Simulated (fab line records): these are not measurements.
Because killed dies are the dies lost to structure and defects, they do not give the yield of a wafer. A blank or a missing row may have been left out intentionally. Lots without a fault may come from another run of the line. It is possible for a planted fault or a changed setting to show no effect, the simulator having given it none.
fab line records	flow sky130
record: lots: 6	wafers: 18	last_day: 49
route steps=708 shown POLY_GATE@220 PAD_OPEN@708
lots that met no fault: from a run of the same line without faults
start_h: the number of hours between the record's first day and the start of the first shown wafer of the lot	wait_h: hours from the lot's prior step to this one	" same as the row above	L1.1+2: a row that stands for several wafers	- no value, or no start was given	* or withheld: withheld	< > ~ a bound
route shown NAME@n: names a module that has steps shown in the file, with the first one's number in the route	usual: mean and standard deviation over wafers with no fault	same: alike in all rows	chamber/n: place in a boat	sites: the reading at each site	_std_site: their standard deviation	_edge_site: the outer-site mean with the inner-site mean subtracted	radius_mm: for every site, how far away it sits from the centre of the wafer	mask NAME#n: copy n	behind: tool/chamber where the wafer was last shaped	hold: the reason the lot was held/the length of the hold in hours/how it ended	device: the transistor (n, p or np) that didn't switch	end of line: the tests these same wafers got at the end of their route	step lacking rows: just its recipe	killed: the dies lost at the first sort to structure and to defects; this is not the yield of the wafer	map: dies across one wafer; x = killed, . = not, _ = none there
set.NAME: the run value of the setting; set.NAME@STEP: its run value at that earlier step	model.NAME: the simulator's own value behind a step, which no gauge read
certain route steps with their lots: each step a table, each wafer a row
services: when a tool's chamber went out of use (start_h, in hours from the record's first day, below 0 if earlier), for how many hours, and the reason
== steps ==
step: SKY_POLY_GATE_HMDS_06
recipe: prime_time_s: 60	prime_temp_c: 120
step: SKY_POLY_GATE_COAT_07
recipe: resist: BARC	temp_c: withheld	time_s: withheld	spin_rpm: 3000	resist_thk_nm: 110
step: SKY_POLY_GATE_COAT_08
recipe: resist: KrF-thick	spin_rpm: 3000	resist_thk_nm: 450
step: SKY_POLY_GATE_SOFTBAKE_09
recipe: temp_c: 99.56	time_s: 90	resist: KrF-thick
step: SKY_POLY_GATE_EXPOSE_10
recipe: mask_id: P1M	na: 0.68	source_shape: conventional	sigma_outer: 0.6	target_cd_nm: 150	dose_mj: 28
step: SKY_POLY_GATE_PEB_11
recipe: peb_temp_c: withheld	peb_time_s: withheld	resist: KrF-thick
step: SKY_POLY_GATE_DEVELOP_12
recipe: develop_time_s: 60	resist: KrF-thick	dev_temp_c: 21
step: SKY_POLY_GATE_CD_MEAS_13
recipe: target_cd_nm: 150
usual: cd_nm: 150.3/1.3
lot.wafer	tool	chamber	start_h	wait_h	cd_nm
L299.2	cd_sem-01	-	373.17	-	150.4
L299.3	"	-	"	"	150.3
L299.5	"	-	"	"	151.0
L304.1	cd_sem-01	-	427.55	-	149.8
L304.3	"	-	"	"	149.6
L304.6	"	-	"	"	149.9
L305.2	cd_sem-01	-	437.77	-	149.6
L305.4	"	-	"	"	150.2
L305.5	"	-	"	"	150.7
L306.2	cd_sem-02	-	442.77	-	152.3
L306.3	"	-	"	"	151.5
L306.6	"	-	"	"	152.0
L316.1	cd_sem-01	-	529.55	-	149.5
L316.4	"	-	"	"	148.4
L316.5	"	-	"	"	148.0
L317.2	cd_sem-01	-	543.92	-	148.3
L317.3	"	-	"	"	149.2
L317.6	"	-	"	"	149.9
step: SKY_POLY_GATE_OVL_MEAS_14
usual: POLY_GATE_OVL: 2/4.5
lot.wafer	tool	chamber	start_h	wait_h	POLY_GATE_OVL[nm]
L299.2	overlay-02	-	373.27	0.1	0
L299.3	"	-	"	"	-3
L299.5	"	-	"	"	3
L304.1	overlay-01	-	427.67	0.1	1
L304.3	"	-	"	"	6
L304.6	"	-	"	"	0
L305.2	overlay-01	-	437.87	0.1	0
L305.4	"	-	"	"	3
L305.5	"	-	"	"	3
L306.2	overlay-02	-	442.87	0.1	1
L306.3	"	-	"	"	2
L306.6	"	-	"	"	2
L316.1	overlay-02	-	529.67	0.1	1
L316.4	"	-	"	"	3
L316.5	"	-	"	"	5
L317.2	overlay-02	-	544.02	0.1	5
L317.3	"	-	"	"	-3
L317.6	"	-	"	"	3
step: SKY_POLY_GATE_ETCH_15
recipe: chemistry: N2/H2	target: BARC	ion_energy_ev: 200	source_w: 500	bias_w: 100	pressure_mtorr: 30	n2_flow_sccm: 100	h2_flow_sccm: 200	stop_on: SiO2	time_s: 118.5	target_depth_a: 1100
usual: drypump_motor_current_A: 5.8/0.39	h2_flow_sccm: 200.0/0.59	oes_product_au: 0.716/0.0048	throttle_valve_pct: 13.213/0.0083
lot.wafer	tool	chamber	start_h	wait_h	drypump_motor_current_A	h2_flow_sccm	oes_product_au	rf_hours_counter_h	throttle_valve_pct
L299.2	rie_diel-04	0	373.30	0.0	6.3	200.0	0.711	74	13.215
L299.3	"	3	"	"	5.7	199.7	0.715	49	13.220
L299.5	"	2	"	"	5.9	199.9	0.709	-	13.203
L304.1	rie_diel-04	2	427.70	0.0	5.9	200.2	0.716	9	13.216
L304.3	"	3	"	"	5.7	199.9	0.712	50	13.220
L304.6	"	0	"	"	6.3	200.4	0.714	-	13.213
L305.2	rie_diel-04	0	437.90	0.0	6.3	200.7	0.714	75	13.196
L305.4	"	3	"	"	5.6	199.8	0.714	50	13.222
L305.5	"	3	"	"	5.6	198.5	0.720	-	13.207
L306.2	rie_diel-02	0	442.90	0.0	6.0	200.0	0.721	42	13.205
L306.3	"	1	"	"	5.4	199.5	0.709	5	13.218
L306.6	"	1	"	"	5.4	199.4	0.716	-	13.229
L316.1	rie_diel-02	2	529.70	0.0	5.2	199.5	0.713	2	13.205
L316.4	"	0	"	"	6.0	200.1	0.722	43	13.237
L316.5	"	1	"	"	5.4	200.2	0.713	-	13.206
L317.2	rie_diel-04	3	544.05	0.0	5.7	199.0	0.720	52	13.211
L317.3	"	1	"	"	5.4	200.4	0.714	3	13.217
L317.6	"	0	"	"	6.3	201.1	0.703	-	13.217
step: SKY_POLY_GATE_ETCH_16
recipe: stop_on: poly-Si	chemistry: CH3F/O2	target: Si3N4	source_w: 400	bias_w: 80	pressure_mtorr: 25	ch3f_flow_sccm: 40	O2_flow_sccm: 30	time_s: 147.5	target_depth_a: 750
usual: O2_flow_sccm: 29.99/0.087	drypump_motor_current_A: 5.8/0.39	oes_product_au: 0.640/0.0052	throttle_valve_pct: 10.535/0.0083
lot.wafer	tool	chamber	start_h	wait_h	O2_flow_sccm	drypump_motor_current_A	oes_product_au	rf_hours_counter_h	throttle_valve_pct
L299.2	rie_diel-04	0	373.39	0.0	30.07	6.3	0.645	74	10.536
L299.3	"	3	"	"	29.84	5.6	0.632	49	10.531
L299.5	"	2	"	"	29.89	5.8	0.640	-	10.543
L304.1	rie_diel-04	2	427.79	0.0	30.13	5.9	0.632	9	10.530
L304.3	"	3	"	"	30.09	5.6	0.644	50	10.563
L304.6	"	0	"	"	30.05	6.3	0.638	-	10.518
L305.2	rie_diel-04	0	437.98	0.0	29.86	6.3	0.650	75	10.548
L305.4	"	3	"	"	30.14	5.6	0.633	50	10.537
L305.5	"	3	"	"	30.18	5.6	0.644	-	10.541
L306.2	rie_diel-02	0	442.99	0.0	29.98	5.9	0.640	42	10.541
L306.3	"	1	"	"	29.97	5.4	0.645	5	10.532
L306.6	"	1	"	"	29.96	5.4	0.645	-	10.537
L316.1	rie_diel-02	2	529.79	0.0	30.00	5.2	0.642	2	10.535
L316.4	"	0	"	"	30.01	6.0	0.639	43	10.538
L316.5	"	1	"	"	29.95	5.4	0.645	-	10.536
L317.2	rie_diel-04	3	544.13	0.0	29.97	5.6	0.636	53	10.534
L317.3	"	1	"	"	30.07	5.4	0.644	3	10.552
L317.6	"	0	"	"	30.18	6.3	0.645	-	10.546
step: SKY_POLY_GATE_ETCH_17
recipe: target_depth_nm: 180	stop_on: SiO2	over_etch_frac: 0.56667	chemistry: HBr/Cl2	target: poly-Si	icp_w: 400	bias_w: 100	pressure_mtorr: 10	HBr_flow_sccm: 150	Cl2_flow_sccm: 50	time_s: 70.5
usual: drypump_motor_current_A: 5.62/0.29	he_backside_leak_sccm: 2.81/0.21	oes_product_au: 0.984/0.0085	throttle_valve_pct: 33.684/0.0093
same: over_etch_frac: 0.56667
lot.wafer	tool	chamber	start_h	wait_h	drypump_motor_current_A	he_backside_leak_sccm	oes_product_au	rf_hours_counter_h	throttle_valve_pct
L299.2	rie_si-01	0	373.48	0.0	5.19	2.91	1.004	2	33.685
L299.3	"	1	"	"	5.36	3.14	0.998	59	33.688
L299.5	"	1	"	"	5.37	2.84	1.002	-	33.674
L304.1	rie_si-01	0	427.89	0.0	5.17	3.03	0.989	3	33.689
L304.3	"	2	"	"	5.96	2.49	0.982	3	33.692
L304.6	"	2	"	"	5.96	2.48	0.996	-	33.692
L305.2	rie_si-02	0	438.08	0.0	6.09	2.88	0.984	2	33.692
L305.4	"	2	"	"	5.58	2.78	0.985	10	33.679
L305.5	"	2	"	"	5.58	2.76	0.976	-	33.695
L306.2	rie_si-02	1	443.08	0.0	5.64	2.88	0.980	3	33.681
L306.3	"	3	"	"	5.37	2.83	0.992	28	33.671
L306.6	"	3	"	"	5.39	2.86	1.005	-	33.676
L316.1	rie_si-01	3	529.88	0.0	5.71	2.76	0.974	3	33.686
L316.4	"	0	"	"	5.23	2.89	0.985	3	33.683
L316.5	"	2	"	"	5.97	2.59	0.984	-	33.655
L317.2	rie_si-02	2	544.23	0.0	5.64	3.06	0.981	10	33.679
L317.3	"	3	"	"	5.38	2.97	0.986	28	33.673
L317.6	"	1	"	"	5.64	2.72	0.979	-	33.677
step: SKY_POLY_GATE_STRIP_18
recipe: chemistry: O2/N2	power_w: 1400	pressure_mtorr: 1500	platen_temp_c: withheld	o2_flow_sccm: 3000	n2_flow_sccm: 300	overash_fraction: 0.5
usual: chamber_pressure_mTorr: 1500.2/1.3	drypump_motor_current_A: 6.0/0.37	oes_product_au: 0.361/0.0042	strip_time_to_endpoint_s: 3.17/0.044
lot.wafer	tool	chamber	start_h	wait_h	chamber_pressure_mTorr	drypump_motor_current_A	oes_product_au	rf_hours_counter_h	strip_time_to_endpoint_s	model.KrF-thick_of_POLY_GATE_COAT_08.thk_nm	model.BARC_of_POLY_GATE_COAT_07.thk_nm
L299.2	plasma_asher-01	0	373.54	0.0	1497.8	6.7	0.359	26	3.21	0	0
L299.3	"	1	"	"	1499.3	5.9	0.365	-	3.15	0	0
L299.5	"	0	"	"	1501.3	6.7	0.365	-	3.13	0	0
L304.1	plasma_asher-01	0	427.94	0.0	1500.9	6.7	0.357	32	3.11	0	0
L304.3	"	1	"	"	1499.7	5.9	0.360	-	3.10	0	0
L304.6	"	0	"	"	1501.8	6.7	0.363	-	3.14	0	0
L305.2	plasma_asher-01	0	438.14	0.0	1501.4	6.7	0.356	33	3.20	0	0
L305.4	"	0	"	"	1499.4	6.7	0.357	-	3.16	0	0
L305.5	"	0	"	"	1502.0	6.7	0.361	-	3.21	0	0
L306.2	plasma_asher-03	1	443.14	0.0	1499.6	6.1	0.356	71	3.13	0	0
L306.3	"	0	"	"	1501.3	5.6	0.356	-	3.12	0	0
L306.6	"	0	"	"	1499.9	5.5	0.366	-	3.14	0	0
L316.1	plasma_asher-01	0	529.94	0.0	-	-	-	-	-	141.7	109.6
L316.4	"	1	"	"	-	-	-	-	-	132.9	109.5
L316.5	"	0	"	"	-	-	-	-	-	141.4	109.7
L317.2	plasma_asher-01	0	544.29	0.0	-	-	-	-	-	142	110.3
L317.3	"	1	"	"	-	-	-	-	-	140.6	109.9
L317.6	"	0	"	"	-	-	-	-	-	144.1	109.9
step: SKY_POLY_GATE_CLEAN_19
recipe: chemistry: SC1/SC2	mix: 1:4:20	temp_c: 70	time_s: 150	dry: n2_spin
step: SKY_PAD_OPEN_PROBE_99
usual: killed_at_M0_to_M3: 44/7.2	killed_at_M4_up: 3.1/1.8	killed_at_contacts: 25/5.2	killed_at_front_end: 15/3.9	killed_at_other: 0.2/0.5	killed_dies: 86/9.5	killed_on_rim: 17/3.5	killed_open: 47/7.3	killed_short: 40/6
same: gross_dies: 492	killed_at_back_side: 0
lot.wafer	tool	chamber	start_h	wait_h	killed_at_M0_to_M3	killed_at_M4_up	killed_at_contacts	killed_at_front_end	killed_at_other	killed_dies	killed_on_rim	killed_open	killed_short
L299.2	prober-02	-	1075.77	0.1	35	1	13	15	0	64	15	37	27
L299.3	prober-02	-	1075.82	0.2	43	5	22	13	0	83	13	40	43
L299.5	prober-02	-	1075.92	0.2	53	2	24	14	1	94	20	51	43
L305.2	prober-02	-	1120.18	0.1	40	5	27	8	2	82	17	45	37
L305.4	prober-02	-	1120.28	0.2	41	5	34	8	3	91	22	52	39
L305.5	prober-02	-	1120.33	0.2	50	4	33	12	0	99	20	58	41
L306.2	prober-01	-	1126.04	0.1	49	3	27	12	0	91	14	52	39
L306.3	prober-01	-	1126.09	0.2	39	2	25	10	0	76	17	36	40
L306.6	prober-01	-	1126.24	0.2	36	5	29	14	1	85	21	45	40
L316.1	prober-01	-	1178.12	0.1	44	0	31	417	0	492	96	53	34
L316.4	prober-01	-	1178.27	0.2	46	1	17	428	0	492	96	46	35
L316.5	prober-01	-	1178.32	0.2	41	3	30	417	1	492	96	51	38
L317.2	prober-02	-	1182.46	0.1	33	3	32	424	0	492	96	34	43
L317.3	prober-02	-	1182.51	0.2	35	5	25	427	0	492	96	41	34
L317.6	prober-02	-	1182.66	0.2	45	2	23	422	0	492	96	52	29
killed by level:class
L299.2 VIA1:geometric_particle:open=8 FIELD_ISO:geometric_particle:open=6 POLY_GATE:geometric_particle:open=5 CONTACT:geometric_particle:open=5 METAL2:geometric_particle:short=5 VIA3:geometric_particle:open=5 CONTACT:geometric_particle:short=4 VIA3:geometric_particle:short=4
L299.3 LI_CONTACT:geometric_particle:open=10 VIA1:geometric_particle:open=9 METAL3:geometric_particle:short=7 LOCAL_INTERCONNECT:geometric_particle:short=6 METAL2:geometric_particle:short=6 VIA3:geometric_particle:open=5 FIELD_ISO:geometric_particle:short=4 POLY_GATE:geometric_particle:open=4
L299.5 CONTACT:geometric_particle:open=9 VIA2:geometric_particle:open=9 VIA1:geometric_particle:open=9 LOCAL_INTERCONNECT:geometric_particle:short=6 METAL1:geometric_particle:short=6 VIA3:geometric_particle:open=6 VIA1:geometric_particle:short=5 METAL2:geometric_particle:open=5
L305.2 VIA1:geometric_particle:open=12 CONTACT:geometric_particle:open=9 LI_CONTACT:geometric_particle:open=8 VIA3:geometric_particle:open=7 METAL2:geometric_particle:short=6 VIA3:geometric_particle:short=5 CONTACT:geometric_particle:short=4 LOCAL_INTERCONNECT:geometric_particle:short=4
L305.4 CONTACT:geometric_particle:open=12 VIA1:geometric_particle:open=10 LI_CONTACT:geometric_particle:open=8 VIA2:geometric_particle:open=7 CONTACT:geometric_particle:short=5 LI_CONTACT:geometric_particle:short=4 LOCAL_INTERCONNECT:geometric_particle:short=4 METAL1:geometric_particle:open=4
L305.5 VIA1:geometric_particle:open=14 CONTACT:geometric_particle:open=11 LI_CONTACT:geometric_particle:open=10 VIA1:geometric_particle:short=9 VIA2:geometric_particle:open=7 POLY_GATE:geometric_particle:open=5 VIA3:geometric_particle:open=5 VIA2:geometric_particle:short=4
L306.2 VIA1:geometric_particle:open=12 VIA2:geometric_particle:open=8 FIELD_ISO:geometric_particle:short=7 METAL1:geometric_particle:short=7 CONTACT:geometric_particle:open=7 LI_CONTACT:geometric_particle:open=6 CONTACT:geometric_particle:short=6 VIA3:geometric_particle:open=6
L306.3 CONTACT:geometric_particle:open=10 LOCAL_INTERCONNECT:geometric_particle:short=6 VIA1:geometric_particle:open=6 METAL2:geometric_particle:short=6 CONTACT:geometric_particle:short=5 METAL1:geometric_particle:open=5 VIA2:geometric_particle:open=4 METAL3:geometric_particle:short=4
L306.6 VIA1:geometric_particle:open=10 CONTACT:geometric_particle:open=9 FIELD_ISO:geometric_particle:short=8 CONTACT:geometric_particle:short=8 LI_CONTACT:geometric_particle:open=7 VIA3:geometric_particle:open=6 METAL3:geometric_particle:short=5 VIA2:geometric_particle:open=4
L316.1 POLY_GATE:area_oxidation=405 VIA2:geometric_particle:open=10 CONTACT:geometric_particle:open=10 VIA1:geometric_particle:open=10 LOCAL_INTERCONNECT:geometric_particle:short=8 METAL1:geometric_particle:short=8 FIELD_ISO:geometric_particle:open=6 LI_CONTACT:geometric_particle:open=6
L316.4 POLY_GATE:area_oxidation=411 LI_CONTACT:geometric_particle:open=8 VIA2:geometric_particle:open=6 VIA1:geometric_particle:open=6 VIA1:geometric_particle:short=6 VIA3:geometric_particle:open=6 POLY_GATE:geometric_particle:short=5 METAL2:geometric_particle:short=4
L316.5 POLY_GATE:area_oxidation=403 VIA1:geometric_particle:open=13 CONTACT:geometric_particle:open=12 METAL1:geometric_particle:short=10 LI_CONTACT:geometric_particle:open=6 LOCAL_INTERCONNECT:geometric_particle:short=6 POLY_GATE:geometric_particle:short=4 METAL2:geometric_particle:short=4
L317.2 POLY_GATE:area_oxidation=415 CONTACT:geometric_particle:short=9 VIA1:geometric_particle:open=9 CONTACT:geometric_particle:open=8 LOCAL_INTERCONNECT:geometric_particle:short=6 VIA2:geometric_particle:open=5 METAL1:geometric_particle:short=5 FIELD_ISO:geometric_particle:short=4
L317.3 POLY_GATE:area_oxidation=417 CONTACT:geometric_particle:open=9 VIA1:geometric_particle:open=8 VIA2:geometric_particle:open=7 LOCAL_INTERCONNECT:geometric_particle:short=5 METAL4:geometric_particle:short=5 LI_CONTACT:geometric_particle:short=4 VIA1:geometric_particle:short=4
L317.6 POLY_GATE:area_oxidation=411 VIA3:geometric_particle:open=10 CONTACT:geometric_particle:open=9 VIA1:geometric_particle:open=9 VIA2:geometric_particle:open=7 FIELD_ISO:geometric_particle:open=6 LI_CONTACT:geometric_particle:open=5 VIA2:geometric_particle:short=5
map L316.1 (x killed, . not)
__________xxxxxxxxxx_________
________xxxxxxxxxxxxxx_______
______xxxxxxxxxxxxxxxxxx_____
_____xxxxxxxxxxxxxxxxxxxx____
____xxxxxxxxxxxxxxxxxxxxxx___
___xxxxxxxxxxxxxxxxxxxxxxxx__
__xxxxxxxxxxxxxxxxxxxxxxxxxx_
_xxxxxxxxxxxxxxxxxxxxxxxxxxxx
_xxxxxxxxxxxxxxxxxxxxxxxxxxxx
_xxxxxxxxxxxxxxxxxxxxxxxxxxxx
_xxxxxxxxxxxxxxxxxxxxxxxxxxxx
_xxxxxxxxxxxxxxxxxxxxxxxxxxxx
_xxxxxxxxxxxxxxxxxxxxxxxxxxxx
_xxxxxxxxxxxxxxxxxxxxxxxxxxxx
_xxxxxxxxxxxxxxxxxxxxxxxxxxxx
__xxxxxxxxxxxxxxxxxxxxxxxxxx_
___xxxxxxxxxxxxxxxxxxxxxxxx__
____xxxxxxxxxxxxxxxxxxxxxx___
_____xxxxxxxxxxxxxxxxxxxx____
______xxxxxxxxxxxxxxxxxx_____
________xxxxxxxxxxxxxx_______
__________xxxxxxxxxx_________
map L317.2 (x killed, . not)
__________xxxxxxxxxx_________
________xxxxxxxxxxxxxx_______
______xxxxxxxxxxxxxxxxxx_____
_____xxxxxxxxxxxxxxxxxxxx____
____xxxxxxxxxxxxxxxxxxxxxx___
___xxxxxxxxxxxxxxxxxxxxxxxx__
__xxxxxxxxxxxxxxxxxxxxxxxxxx_
_xxxxxxxxxxxxxxxxxxxxxxxxxxxx
_xxxxxxxxxxxxxxxxxxxxxxxxxxxx
_xxxxxxxxxxxxxxxxxxxxxxxxxxxx
_xxxxxxxxxxxxxxxxxxxxxxxxxxxx
_xxxxxxxxxxxxxxxxxxxxxxxxxxxx
_xxxxxxxxxxxxxxxxxxxxxxxxxxxx
_xxxxxxxxxxxxxxxxxxxxxxxxxxxx
_xxxxxxxxxxxxxxxxxxxxxxxxxxxx
__xxxxxxxxxxxxxxxxxxxxxxxxxx_
___xxxxxxxxxxxxxxxxxxxxxxxx__
____xxxxxxxxxxxxxxxxxxxxxx___
_____xxxxxxxxxxxxxxxxxxxx____
______xxxxxxxxxxxxxxxxxx_____
________xxxxxxxxxxxxxx_______
__________xxxxxxxxxx_________
== services ==
tool	chamber	start_h	hours	kind
rie_diel-04	1	350.82	-	clean
rie_diel-04	1	350.82	20.7	scheduled_down
rie_diel-04	1	350.82	20.7	vent_cycle
rie_diel-04	3	352.41	8.9	repair
rie_diel-02	3	355.80	-	clean
rie_diel-02	3	355.80	17.1	scheduled_down
rie_diel-02	3	355.80	17.1	vent_cycle
plasma_asher-01	-	368.21	1.4	repair
rie_si-01	3	370.04	15.1	repair
plasma_asher-03	-	374.07	1.3	repair
rie_diel-04	2	376.93	2.5	repair
rie_diel-04	-	377.84	1.1	repair
rie_diel-02	2	416.51	-	clean
rie_diel-02	2	416.51	27.7	scheduled_down
rie_diel-02	2	416.51	27.7	vent_cycle
rie_diel-04	3	417.80	5.5	repair
plasma_asher-01	-	433.46	1.7	repair
rie_si-01	1	482.15	-	clean
rie_si-01	1	482.15	13.8	scheduled_down
rie_si-01	1	482.15	13.8	vent_cycle
rie_diel-02	1	490.22	5.9	repair
rie_diel-04	-	493.87	0.1	repair
rie_si-02	1	519.49	2.4	repair
plasma_asher-03	-	532.98	18.7	pm
== key ==
first_sign: step: SKY_POLY_GATE_STRIP_18	reading: tool_record	direction: missing
effect: step: SKY_PAD_OPEN_PROBE_99	reading: killed_at_front_end	direction: up	sigmas: 99+	usual: 15	struck: 422
model_effect: step: SKY_POLY_GATE_STRIP_18	value: KrF-thick_of_POLY_GATE_COAT_08.thk_nm	without: 0	struck: 140.4
more_kills_born_at: SKY_POLY_GATE_OXIDATION_20@furnace-01: 1243	SKY_POLY_GATE_OXIDATION_20@furnace-02: 1219
met_at SKY_POLY_GATE_STRIP_18
struck_wafers L316.1,L316.4,L316.5,L317.2,L317.3,L317.6
later_rows_left_out L316.1,L316.4,L316.5,L317.2,L317.3,L317.6
tester_left_out L316,L317
onset_between 438.14 529.94
fault: kind: skipped_step_whole	tool: plasma_asher-01	chamber: -	onset_h: 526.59	steps: SKY_POLY_GATE_STRIP_18	scope: struck_lots_only
tester_left_out: of these lots the tester's yield and bins aren't shown, on N5 and GAA mostly nor the transistor test; their killed dies are dies lost to structure and defects alone, not to doping, threshold or leakage, so they don't give the yield
later_rows_left_out: the simulator's readings of these wafers behind a module that went badly wrong aren't trusted and aren't shown, but for the sort
